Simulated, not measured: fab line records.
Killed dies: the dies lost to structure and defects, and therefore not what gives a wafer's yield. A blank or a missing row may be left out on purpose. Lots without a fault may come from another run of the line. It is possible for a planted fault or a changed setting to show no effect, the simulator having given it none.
Comparing a struck lot with a sound one | flow gf180mcu | 43 steps out of a route of 602
Sound: these wafers, L314.2, L314.4, L314.5. Wafers struck: L331.1, L331.3, L331.4. The cause is named last.
Per side, at each step with rows, come the tool, then ch with its chambers, and then its first start. Under that, the readings that differ: sound wafers | struck wafers | difference of the means | sigmas: that difference in standard deviations of wafers without a fault.
alike: readings whose means differ by less than 2 such deviations, and words and numbers that are the same on both sides. not compared: withheld readings, readings that some wafer has no value for, bounds like >300 that may hide the same value, and numbers for which the record gives no deviation and whose values overlap.
A row with sigmas, a row that says differs or no value, or rows on one side alone: a step with any of these is where the two part. When numbers do not overlap yet have no deviation, they are printed without sigmas and do not part them. A reading missing from all wafers of one side parts the sides only when that side holds two or more wafers.

first, 1 step without rows for these wafers: GF_VT_IMPLANT_IMPLANT_19.
GF_VT_IMPLANT_STRIP_20: strips in O2/N2.
  sound on plasmaAsher-02 ch 0,1, day 6 16:16; struck on plasmaAsher-02 ch 0,1, day 11 06:39
  alike: drypumpMotorCurrentA, heaterPowerW, oesProductAu, stripTimeToEndpointS
  not compared: rfHoursCounterH
GF_VT_IMPLANT_TW_MEAS_21:
  struck on filmMetro-04, day 11 06:45; sound on filmMetro-02, day 6 16:22
  alike: VT_IMPLANT_2_TW
then, 7 steps without rows for these wafers: GF_VT_IMPLANT_DEHYDRATE_22 (time 60 s); GF_VT_IMPLANT_HMDS_23 (prime time 60 s); GF_VT_IMPLANT_COAT_24 (resist thk 1000 nm); GF_VT_IMPLANT_SOFTBAKE_25 (time 60 s); GF_VT_IMPLANT_EXPOSE_26 (exposes mask LVPWELL HV AREA, target cd 860 nm); GF_VT_IMPLANT_PEB_27; GF_VT_IMPLANT_DEVELOP_28 (develop time 60 s).
GF_VT_IMPLANT_OVL_MEAS_29:
  struck on overlay-01, day 12 01:01; sound on overlay-02, day 7 07:55
  alike: VT_IMPLANT_02_OVL
after that, 1 step had no rows for these wafers: GF_VT_IMPLANT_IMPLANT_30.
GF_VT_IMPLANT_STRIP_31: strips in O2/N2.
  sound on plasmaAsher-01 ch 0,1, day 7 08:06; struck on plasmaAsher-02 ch 0,1, day 12 01:11
reading          | sound       | struck      | difference | sigmas
heaterPowerW (W) | 318 313 317 | 268 260 307 | -38        | -2
  alike: drypumpMotorCurrentA, oesProductAu, stripTimeToEndpointS
  not compared: rfHoursCounterH
GF_VT_IMPLANT_TW_MEAS_32:
  struck on filmMetro-02, day 12 01:17; sound on filmMetro-04, day 7 08:13
  alike: VT_IMPLANT_3_TW
then, 7 steps without rows for these wafers: GF_VT_IMPLANT_DEHYDRATE_33 (time 60 s); GF_VT_IMPLANT_HMDS_34 (prime time 60 s); GF_VT_IMPLANT_COAT_35 (resist thk 1000 nm); GF_VT_IMPLANT_SOFTBAKE_36 (time 60 s); GF_VT_IMPLANT_EXPOSE_37 (exposes mask Nwell HV AREA, target cd 860 nm); GF_VT_IMPLANT_PEB_38; GF_VT_IMPLANT_DEVELOP_39 (develop time 60 s).
GF_VT_IMPLANT_OVL_MEAS_40:
  struck on overlay-01, day 12 20:28; sound on overlay-02, day 8 00:05
  alike: VT_IMPLANT_03_OVL
after that, 1 step had no rows for these wafers: GF_VT_IMPLANT_IMPLANT_41.
GF_VT_IMPLANT_STRIP_42: strips in O2/N2.
  sound on plasmaAsher-03 ch 1, day 8 00:16; struck on plasmaAsher-03 ch 0,1, day 12 20:38
  alike: drypumpMotorCurrentA, heaterPowerW, oesProductAu, stripTimeToEndpointS
  not compared: rfHoursCounterH
GF_VT_IMPLANT_TW_MEAS_43:
  struck on filmMetro-04, day 12 20:44; sound on filmMetro-02, day 8 00:22
reading         | sound       | struck      | difference | sigmas
VT_IMPLANT_4_TW | 677 681 682 | 689 694 695 | +13        | +2
then, 1 step without rows for these wafers: GF_VT_IMPLANT_CLEAN_44 (cleans in SC1/SC2, time 150 s).
GF_VT_IMPLANT_RTA_45: time 30 s.
  sound on rtpAnneal-02 ch 0, day 8 00:29; struck on rtpAnneal-01 ch 0, day 12 20:51
reading          | sound          | struck         | difference | sigmas
lampPowerPct (%) | 37.4 37.3 37.3 | 39.5 39.5 39.6 | +2.2       | +2
  alike: wafer_temp_C_max
GF_VT_IMPLANT_RS_MEAS_46: the measuring method here is four-point-probe.
  struck on filmMetro-01, day 12 20:57; sound on filmMetro-03, day 8 00:36
  alike: MVSD_RS
GF_VT_IMPLANT_RS_MEAS_47: the measuring method here is four-point-probe.
  struck on filmMetro-01, day 12 21:04; sound on filmMetro-03, day 8 00:43
  alike: NWELL_RS
GF_VT_IMPLANT_RS_MEAS_48: the measuring method here is four-point-probe.
  struck on filmMetro-01, day 12 21:11; sound on filmMetro-03, day 8 00:50
  alike: LVPWELL_RS
GF_VT_IMPLANT_RS_MEAS_49: the measuring method here is four-point-probe.
  struck on filmMetro-01, day 12 21:19; sound on filmMetro-03, day 8 00:58
  alike: MVPSD_RS
then, 4 steps without rows for these wafers: GF_VT_IMPLANT_WET_ETCH_50 (etches SiO2 in dHF, target depth 20 nm, time 386.5 s); GF_DUAL_GATE_CLEAN_00 (cleans in SC1/SC2, time 150 s); GF_DUAL_GATE_CLEAN_01 (cleans in dHF, time 20 s); GF_DUAL_GATE_OXIDATION_02 (stabilise 600 s, purge 300 s, target thk 10.887 nm).
GF_DUAL_GATE_THK_MEAS_03:
  struck on filmMetro-02, day 12 23:23; sound on filmMetro-01, day 8 02:43
  alike: DUAL_GATE_OXIDATION_00_THK
then, 6 steps without rows for these wafers: GF_DUAL_GATE_DEHYDRATE_04 (time 60 s); GF_DUAL_GATE_HMDS_05 (prime time 60 s); GF_DUAL_GATE_COAT_06 (resist thk 1000 nm); GF_DUAL_GATE_SOFTBAKE_07 (time 60 s); GF_DUAL_GATE_EXPOSE_08 (exposes mask Dualgate, target cd 700 nm); GF_DUAL_GATE_PEB_09.
-- a jump in the record: the struck wafers' starts before and after are 21 days apart (it breaks off in module DUAL_GATE and resumes in module PASSIVATION, where the first step shown is number 602 of the route) --
GF_PASSIVATION_PROBE_99:
  record: rows for the struck wafers here (prober-02, day 34 03:07), none for the sound ones

WHERE THEY PART
First at GF_VT_IMPLANT_STRIP_31; last, within this record, at GF_PASSIVATION_PROBE_99.

WHY: what the simulator had put in
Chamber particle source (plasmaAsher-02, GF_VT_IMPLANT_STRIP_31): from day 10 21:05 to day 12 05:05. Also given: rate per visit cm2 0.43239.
